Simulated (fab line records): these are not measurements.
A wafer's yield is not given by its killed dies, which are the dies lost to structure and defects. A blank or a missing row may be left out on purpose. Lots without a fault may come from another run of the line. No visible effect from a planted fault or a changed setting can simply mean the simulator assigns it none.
What tool caused it? -- flow sky130 -- 42 wafers from 14 lots sampled at 6 of the route's 708 steps

WHAT EACH GAUGE READ, for each wafer
SKY_METAL2_THK_MEAS_06: measures by xrf. Usual: METAL2_ALCU_THK typically reads 250.1 nm, with standard deviation 2.8.
lot,measured,on,METAL2_ALCU_THK (nm),flag
L365,day 34 03:40,film metro-03,252.4 251.7 254.4,
L366,day 34 07:12,film metro-04,254.7 257.0 253.7,
L367,day 34 17:21,film metro-03,250.3 249.2 250.0,
L371,day 36 09:31,film metro-03,247.9 252.6 249.8,
L373,day 36 18:35,film metro-04,245.1 245.5 246.5,
L374,day 36 22:38,film metro-04,249.9 249.3 248.1,
L382,day 39 16:52,film metro-03,254.4 251.5 249.5,
L381,day 39 17:31,film metro-01,247.9 249.0 249.1,
L379,day 39 20:03,film metro-03,248.5 250.0 248.2,
L383,day 40 01:30,film metro-03,253.2 255.6 253.9,
L384,day 40 02:11,film metro-01,248.9 250.1 247.4,
L385,day 40 08:08,film metro-03,255.5 255.0 253.4,
L386,day 40 12:10,film metro-03,253.0 253.3 254.0,
L387,day 41 03:46,film metro-04,248.4 246.8 245.6,

SKY_CAPM_RS_MEAS_03: the measuring method here is four-point-probe. Usual: CAPM_TIN_RS typically reads 6.90 ohm/sq, with standard deviation 0.069.
lot,measured,on,CAPM_TIN_RS (ohm/sq),flag
L365,day 36 12:34,film metro-02,6.88 6.85 6.88,
L366,day 36 14:53,film metro-02,6.90 6.93 6.99,
L367,day 37 00:50,film metro-02,6.98 6.93 6.96,
L371,day 38 16:29,film metro-03,6.81 6.97 6.82,
L373,day 39 04:41,film metro-02,- - -,OFF
L374,day 39 05:04,film metro-04,- - -,OFF
L382,day 41 20:11,film metro-02,7.02 6.93 7.02,
L381,day 41 22:17,film metro-04,7.06 7.00 6.99,
L379,day 41 23:12,film metro-03,7.07 7.03 7.01,
L383,day 42 05:58,film metro-03,6.89 6.84 6.83,
L384,day 42 06:19,film metro-03,6.98 6.92 6.98,
L385,day 42 11:45,film metro-03,6.78 6.81 6.85,
L386,day 42 15:02,film metro-04,6.92 6.97 6.91,
L387,day 43 06:31,film metro-04,6.84 6.97 6.91,

SKY_CAPM_THK_MEAS_04: measures by xrf. Usual: CAPM_TIN_THK typically reads 199.1 nm, with standard deviation 2.2.
lot,measured,on,CAPM_TIN_THK (nm),flag
L365,day 36 12:40,film metro-02,199.0 200.3 199.7,
L366,day 36 15:00,film metro-02,198.2 198.0 195.7,
L367,day 37 00:57,film metro-02,196.5 197.7 196.3,
L371,day 38 16:36,film metro-03,203.1 198.1 202.1,
L373,day 39 04:47,film metro-02,<0.0 <0.0 <0.0,OFF
L374,day 39 05:11,film metro-04,<0.0 <0.0 <0.0,OFF
L382,day 41 20:17,film metro-02,196.2 199.1 196.7,
L381,day 41 22:23,film metro-04,194.8 197.7 196.5,
L379,day 41 23:19,film metro-03,197.1 197.5 198.4,
L383,day 42 06:05,film metro-03,201.1 202.1 202.2,
L384,day 42 06:26,film metro-03,197.0 199.3 198.0,
L385,day 42 11:51,film metro-03,204.1 202.8 201.4,
L386,day 42 15:08,film metro-04,198.7 196.5 197.4,
L387,day 43 06:38,film metro-04,201.0 196.4 198.2,

WHAT TOOL EACH LOT RAN ON (gives the tool, then ch and the chambers of the sampled wafers, and finally the start)
lot,SKY_VIA2_CMP_24,SKY_METAL3_SPUTTER_03,SKY_CAPM_SPUTTER_02
L365,"cmp-01 ch 0,1, day 36 11:53","pvd sputter-01, day 36 12:17","pvd sputter-02, day 36 12:26"
L366,"cmp-01 ch 0,1,2, day 36 14:13","pvd sputter-04, day 36 14:37","pvd sputter-01, day 36 14:46"
L367,"cmp-02 ch 0,1,3, day 37 00:11","pvd sputter-03, day 37 00:34","pvd sputter-04, day 37 00:43"
L371,"cmp-01 ch 0,1,3, day 38 15:56","pvd sputter-01, day 38 16:13","pvd sputter-04, day 38 16:22"
L373,"cmp-01 ch 0,2,3, day 39 04:06","pvd sputter-03, day 39 04:23","pvd sputter-01, day 39 04:33"
L374,"cmp-02 ch 0,1,3, day 39 04:29","pvd sputter-04, day 39 04:49","pvd sputter-02, day 39 04:58"
L382,"cmp-01 ch 0,1,3, day 41 19:34","pvd sputter-04, day 41 19:54","pvd sputter-02, day 41 20:03"
L381,"cmp-01 ch 0,1,2, day 41 21:45","pvd sputter-04, day 41 21:59","pvd sputter-02, day 41 22:08"
L379,"cmp-01 ch 0,1,2, day 41 22:33","pvd sputter-03, day 41 22:56","pvd sputter-04, day 41 23:05"
L383,"cmp-01 ch 0,2,3, day 42 05:19","pvd sputter-03, day 42 05:42","pvd sputter-02, day 42 05:51"
L384,"cmp-02 ch 0,1,2, day 42 05:40","pvd sputter-01, day 42 06:03","pvd sputter-02, day 42 06:13"
L385,"cmp-01 ch 1,2, day 42 11:04","pvd sputter-01, day 42 11:27","pvd sputter-02, day 42 11:36"
L386,"cmp-01 ch 0,3, day 42 14:21","pvd sputter-01, day 42 14:44","pvd sputter-04, day 42 14:53"
L387,"cmp-01 ch 1,2,3, day 43 05:52","pvd sputter-03, day 43 06:15","pvd sputter-02, day 43 06:25"
- SKY_VIA2_CMP_24: polishes, stops on SiO2, t overpolish 20 s, target thk 0 nm.
- SKY_METAL3_SPUTTER_03: material Ti, target thk 5 nm, time 3.3 s.
- SKY_CAPM_SPUTTER_02: material TiN, target thk 200 nm, time 166.7 s.

WHAT THE TOOLS THEMSELVES READ (means of the sampled wafers that have a number; where no wafer has one, the mark that the record gives instead)
SKY_VIA2_CMP_24. Usual: motor current A 10.1 A, standard deviation 0.99; overpolish run s 20.000 s, standard deviation 0.009; time to endpoint s 100 s, standard deviation 3.6.
lot,tool,motor current A (A),overpolish run s (s),time to endpoint s (s),flag
L365,cmp-01,10.8,20.001,93,
L366,cmp-01,10.3,19.996,96,
L367,cmp-02,10.2,19.998,104,
L371,cmp-01,9.8,19.999,98,
L373,cmp-01,9.4,20.000,105,
L374,cmp-02,10.5,20.007,100,
L382,cmp-01,10.1,20.006,98,
L381,cmp-01,9.9,19.995,97,
L379,cmp-01,10.3,20.001,103,
L383,cmp-01,9.1,20.003,103,
L384,cmp-02,10.7,20.003,100,
L385,cmp-01,10.9,19.996,100,
L386,cmp-01,9.3,20.008,100,
L387,cmp-01,10.0,20.003,100,

SKY_METAL3_SPUTTER_03. Usual: cathode dc power W 3000.0 W, standard deviation 0.54; chamber pressure pa 0.4002 Pa, standard deviation 0.00084; throttle valve pct 31.0 %, standard deviation 1.1.
lot,tool,cathode dc power W (W),chamber pressure pa (Pa),throttle valve pct (%),flag
L365,pvd sputter-01,3000.1,0.3995,29.9,
L366,pvd sputter-04,2999.5,0.4003,31.8,
L367,pvd sputter-03,2999.9,0.3993,31.4,
L371,pvd sputter-01,2999.9,0.3999,30.4,
L373,pvd sputter-03,3000.0,0.4009,31.1,
L374,pvd sputter-04,2999.9,0.4003,31.3,
L382,pvd sputter-04,2999.6,0.4001,31.3,
L381,pvd sputter-04,3000.0,0.4002,31.3,
L379,pvd sputter-03,2999.7,0.3991,31.5,
L383,pvd sputter-03,2999.6,0.4007,31.7,
L384,pvd sputter-01,3000.2,0.4001,30.7,
L385,pvd sputter-01,2999.8,0.4009,29.8,
L386,pvd sputter-01,3000.0,0.4003,29.4,
L387,pvd sputter-03,3000.1,0.4008,30.7,

SKY_CAPM_SPUTTER_02. Usual: cathode dc power W 6500.0 W, standard deviation 1.2; chamber pressure pa 0.4000 Pa, standard deviation 0.00084; throttle valve pct 30.4 %, standard deviation 1.
lot,tool,cathode dc power W (W),chamber pressure pa (Pa),throttle valve pct (%),flag
L365,pvd sputter-02,6500.1,0.4001,29.8,
L366,pvd sputter-01,6499.3,0.4001,30.8,
L367,pvd sputter-04,6500.6,0.3994,30.7,
L371,pvd sputter-04,6501.0,0.4006,31.2,
L373,pvd sputter-01,-,-,-,OFF
L374,pvd sputter-02,-,-,-,OFF
L382,pvd sputter-02,6501.2,0.4003,30.2,
L381,pvd sputter-02,6500.4,0.3993,30.7,
L379,pvd sputter-04,6499.7,0.4007,31.0,
L383,pvd sputter-02,6499.0,0.4001,30.5,
L384,pvd sputter-02,6500.6,0.3997,30.0,
L385,pvd sputter-02,6499.4,0.3998,30.8,
L386,pvd sputter-04,6500.4,0.4001,30.9,
L387,pvd sputter-02,6499.1,0.4011,30.1,

THE ANSWER, worked out from the rows above alone
Rule: lot off if the mean of its wafers having a number is beyond 3 standard deviations from the usual mean. Also off: a lot with no number at a reading for which 4 or more lots have one. The other lots that the step has rows for count as sound. Order of review: gauges by route order, followed by the tools' own readings, for which a lot's mean as printed above is used. At the first step where some lot is off, the reading lying furthest off is the one used; lots without a number count as furthest.
Off: at SKY_CAPM_RS_MEAS_03 (CAPM_TIN_RS), L373, L374. Without a number there: L373, L374.
A tool fits if, at a process step before that reading, it ran every lot that is off, and no sound lot after the first of them. Not tried: the gauges at SKY_CAPM_RS_MEAS_03; whatever is off there is also off at SKY_CAPM_SPUTTER_02, on other tools, and gauge error can't account for it. No candidate that was tried fits.

WHAT HAD BEEN PUT IN BY THE SIMULATOR
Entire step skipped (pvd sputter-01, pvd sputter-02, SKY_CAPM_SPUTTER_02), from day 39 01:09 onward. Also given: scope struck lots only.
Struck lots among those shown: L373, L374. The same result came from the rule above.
